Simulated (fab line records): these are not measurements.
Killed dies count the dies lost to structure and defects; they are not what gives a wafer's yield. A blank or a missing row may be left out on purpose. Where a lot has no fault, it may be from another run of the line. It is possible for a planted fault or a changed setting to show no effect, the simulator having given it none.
What tool caused it? / flow sky130 / 11 lots, 33 wafers sampled, at 4 steps of a route of 708

## WHAT EACH GAUGE READ, for each wafer
SKY_VIA2_THK_MEAS_23: measures by xrf.
lot=L572; measured=day 35 14:44; on=film metro-03; VIA2_W_THK (nm)=440 439 441
lot=L573; measured=day 36 11:08; on=film metro-03; VIA2_W_THK (nm)=442 436 436
lot=L583; measured=day 39 10:26; on=film metro-04; VIA2_W_THK (nm)=428 432 433
lot=L582; measured=day 39 15:56; on=film metro-01; VIA2_W_THK (nm)=453 453 452
lot=L585; measured=day 40 03:03; on=film metro-01; VIA2_W_THK (nm)=437 438 429
lot=L589; measured=day 41 18:50; on=film metro-03; VIA2_W_THK (nm)=450 452 450
lot=L590; measured=day 42 00:29; on=film metro-03; VIA2_W_THK (nm)=439 434 444
lot=L592; measured=day 42 19:21; on=film metro-03; VIA2_W_THK (nm)=442 450 440
lot=L593; measured=day 43 02:39; on=film metro-01; VIA2_W_THK (nm)=442 442 439
lot=L595; measured=day 43 03:39; on=film metro-01; VIA2_W_THK (nm)=432 427 430
lot=L594; measured=day 43 08:45; on=film metro-03; VIA2_W_THK (nm)=446 432 438

## WHICH TOOL RAN EACH LOT (tool, then ch and the chambers of the sampled wafers, then the start)
lot=L572; SKY_VIA2_ETCH_14=rie diel-02 ch 0,2, day 35 13:43; SKY_VIA2_STRIP_16=plasma asher-01 ch 0,1, day 35 13:49; SKY_VIA2_CVD_21=cvd w-02 ch 0, day 35 14:29
lot=L573; SKY_VIA2_ETCH_14=rie diel-01 ch 1,2, day 36 10:05; SKY_VIA2_STRIP_16=plasma asher-02 ch 0,1, day 36 10:11; SKY_VIA2_CVD_21=cvd w-02 ch 0, day 36 10:53
lot=L583; SKY_VIA2_ETCH_14=rie diel-01 ch 0,2,3, day 39 09:25; SKY_VIA2_STRIP_16=plasma asher-03 ch 0,1, day 39 09:31; SKY_VIA2_CVD_21=cvd w-02 ch 0,1, day 39 10:11
lot=L582; SKY_VIA2_ETCH_14=rie diel-01 ch 0,1,3, day 39 14:50; SKY_VIA2_STRIP_16=plasma asher-02 ch 0,1, day 39 14:57; SKY_VIA2_CVD_21=cvd w-02 ch 0,1, day 39 15:40
lot=L585; SKY_VIA2_ETCH_14=rie diel-01 ch 2,3, day 40 02:02; SKY_VIA2_STRIP_16=plasma asher-03 ch 0,1, day 40 02:08; SKY_VIA2_CVD_21=cvd w-01 ch 0,1, day 40 02:47
lot=L589; SKY_VIA2_ETCH_14=rie diel-02 ch 0,2,3, day 41 17:47; SKY_VIA2_STRIP_16=plasma asher-01 ch 0,1, day 41 17:53; SKY_VIA2_CVD_21=cvd w-01 ch 0,1, day 41 18:35
lot=L590; SKY_VIA2_ETCH_14=rie diel-02 ch 0,3, day 41 23:28; SKY_VIA2_STRIP_16=plasma asher-01 ch 0,1, day 41 23:34; SKY_VIA2_CVD_21=cvd w-02 ch 0,1, day 42 00:14
lot=L592; SKY_VIA2_ETCH_14=rie diel-02 ch 2,3, day 42 18:20; SKY_VIA2_STRIP_16=plasma asher-03 ch 0,1, day 42 18:27; SKY_VIA2_CVD_21=cvd w-02 ch 0,1, day 42 19:06
lot=L593; SKY_VIA2_ETCH_14=rie diel-02 ch 0,2,3, day 43 01:38; SKY_VIA2_STRIP_16=plasma asher-01 ch 0,1, day 43 01:45; SKY_VIA2_CVD_21=cvd w-02 ch 0,1, day 43 02:24
lot=L595; SKY_VIA2_ETCH_14=rie diel-04 ch 1,2,3, day 43 02:38; SKY_VIA2_STRIP_16=plasma asher-02 ch 0,1, day 43 02:44; SKY_VIA2_CVD_21=cvd w-02 ch 1, day 43 03:23
lot=L594; SKY_VIA2_ETCH_14=rie diel-02 ch 0,2,3, day 43 07:44; SKY_VIA2_STRIP_16=plasma asher-01 ch 0,1, day 43 07:51; SKY_VIA2_CVD_21=cvd w-02 ch 0,1, day 43 08:30
- SKY_VIA2_ETCH_14: etches BARC in N2/H2, stops on SiO2, time 45.9 s, target depth 60 nm.
- SKY_VIA2_STRIP_16: strips in O2/N2.
- SKY_VIA2_CVD_21: deposits W, target thk 420 nm, time 126.4 s.

## AS READ BY THE TOOLS THEMSELVES (means over the sampled wafers that have a number; for cases with no such wafer, the mark the record gives instead)
SKY_VIA2_ETCH_14.
lot=L572; tool=rie diel-02; drypump motor current A (A)=6.4; oes product au (a.u.)=0.855; run length s (s)=74.8; throttle valve pct (%)=13.216
lot=L573; tool=rie diel-01; drypump motor current A (A)=5.4; oes product au (a.u.)=0.853; run length s (s)=74.4; throttle valve pct (%)=13.226
lot=L583; tool=rie diel-01; drypump motor current A (A)=5.3; oes product au (a.u.)=1.011; run length s (s)=62.2; throttle valve pct (%)=13.249
lot=L582; tool=rie diel-01; drypump motor current A (A)=5.6; oes product au (a.u.)=0.997; run length s (s)=62.0; throttle valve pct (%)=13.241
lot=L585; tool=rie diel-01; drypump motor current A (A)=5.3; oes product au (a.u.)=1.011; run length s (s)=62.3; throttle valve pct (%)=13.245
lot=L589; tool=rie diel-02; drypump motor current A (A)=6.1; oes product au (a.u.)=0.852; run length s (s)=74.5; throttle valve pct (%)=13.235
lot=L590; tool=rie diel-02; drypump motor current A (A)=6.1; oes product au (a.u.)=0.855; run length s (s)=74.4; throttle valve pct (%)=13.220
lot=L592; tool=rie diel-02; drypump motor current A (A)=5.9; oes product au (a.u.)=0.855; run length s (s)=74.1; throttle valve pct (%)=13.225
lot=L593; tool=rie diel-02; drypump motor current A (A)=6.1; oes product au (a.u.)=0.852; run length s (s)=74.5; throttle valve pct (%)=13.225
lot=L595; tool=rie diel-04; drypump motor current A (A)=5.4; oes product au (a.u.)=0.855; run length s (s)=74.5; throttle valve pct (%)=13.222
lot=L594; tool=rie diel-02; drypump motor current A (A)=6.1; oes product au (a.u.)=0.856; run length s (s)=74.6; throttle valve pct (%)=13.221

SKY_VIA2_STRIP_16.
lot=L572; tool=plasma asher-01; drypump motor current A (A)=5.0; oes product au (a.u.)=0.399; strip time to endpoint s (s)=4.035
lot=L573; tool=plasma asher-02; drypump motor current A (A)=5.4; oes product au (a.u.)=0.396; strip time to endpoint s (s)=4.006
lot=L583; tool=plasma asher-03; drypump motor current A (A)=5.6; oes product au (a.u.)=0.405; strip time to endpoint s (s)=4.149
lot=L582; tool=plasma asher-02; drypump motor current A (A)=5.4; oes product au (a.u.)=0.401; strip time to endpoint s (s)=4.177
lot=L585; tool=plasma asher-03; drypump motor current A (A)=5.7; oes product au (a.u.)=0.406; strip time to endpoint s (s)=4.135
lot=L589; tool=plasma asher-01; drypump motor current A (A)=5.1; oes product au (a.u.)=0.400; strip time to endpoint s (s)=4.061
lot=L590; tool=plasma asher-01; drypump motor current A (A)=5.0; oes product au (a.u.)=0.398; strip time to endpoint s (s)=4.033
lot=L592; tool=plasma asher-03; drypump motor current A (A)=5.6; oes product au (a.u.)=0.401; strip time to endpoint s (s)=4.065
lot=L593; tool=plasma asher-01; drypump motor current A (A)=5.0; oes product au (a.u.)=0.395; strip time to endpoint s (s)=4.032
lot=L595; tool=plasma asher-02; drypump motor current A (A)=5.4; oes product au (a.u.)=0.398; strip time to endpoint s (s)=4.025
lot=L594; tool=plasma asher-01; drypump motor current A (A)=5.0; oes product au (a.u.)=0.398; strip time to endpoint s (s)=4.037

SKY_VIA2_CVD_21.
lot=L572; tool=cvd w-02; heater power w (W)=933
lot=L573; tool=cvd w-02; heater power w (W)=947
lot=L583; tool=cvd w-02; heater power w (W)=918
lot=L582; tool=cvd w-02; heater power w (W)=920
lot=L585; tool=cvd w-01; heater power w (W)=825
lot=L589; tool=cvd w-01; heater power w (W)=824
lot=L590; tool=cvd w-02; heater power w (W)=927
lot=L592; tool=cvd w-02; heater power w (W)=937
lot=L593; tool=cvd w-02; heater power w (W)=932
lot=L595; tool=cvd w-02; heater power w (W)=911
lot=L594; tool=cvd w-02; heater power w (W)=917

## THE ANSWER, worked out from the rows above alone
Rule: the lots themselves supply what counts as usual. The widest of any qualifying gaps counts: lots, ordered by their means at a reading, are off when they make up no more than a third of the lots, leave a main group of 4 or more, and stand apart from it by 3 or more times the standard deviation of that group's means. The tables above print the reading to a certain number of digits; a main group whose means all agree to those digits is not used. A lot without any number at a reading at which 4 lots or more have one is off too. Where the step has rows for the other lots, those lots are counted as sound. Order of review: gauges by route order, followed by the tools' own readings, for which a lot's mean as printed above is used. At the first step where some lot is off, the reading lying furthest off is the one used; lots without a number count as furthest.
Off, at SKY_VIA2_ETCH_14 on oes product au: L583, L582, L585. Mean 0.854 a.u. and standard deviation 0.0015 in the main group.
If a tool, at that step or one of the process steps before it, ran each lot that is off and ran no sound lot following the first of them, it fits. One fits: SKY_VIA2_ETCH_14 on rie diel-01. A fault onset in the window from L573 (day 36 10:05, its last sound lot) to L583 (day 39 09:25, its first lot off) fits.
The tool's own readings at SKY_VIA2_ETCH_14 bear it out: on the lots that are off they differ by more than 5 times the standard deviation of the sound lots' means. oes product au reads 1.006 a.u. there against 0.854 a.u. on the sound lots; run length s reads 62.2 s there against 74.5 s on the sound lots.

## WHAT WAS PUT IN BY THE SIMULATOR
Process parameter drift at SKY_VIA2_ETCH_14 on rie diel-01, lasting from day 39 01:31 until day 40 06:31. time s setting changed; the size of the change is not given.
Struck lots among those shown: L583, L582, L585. Same finding as the rule above.
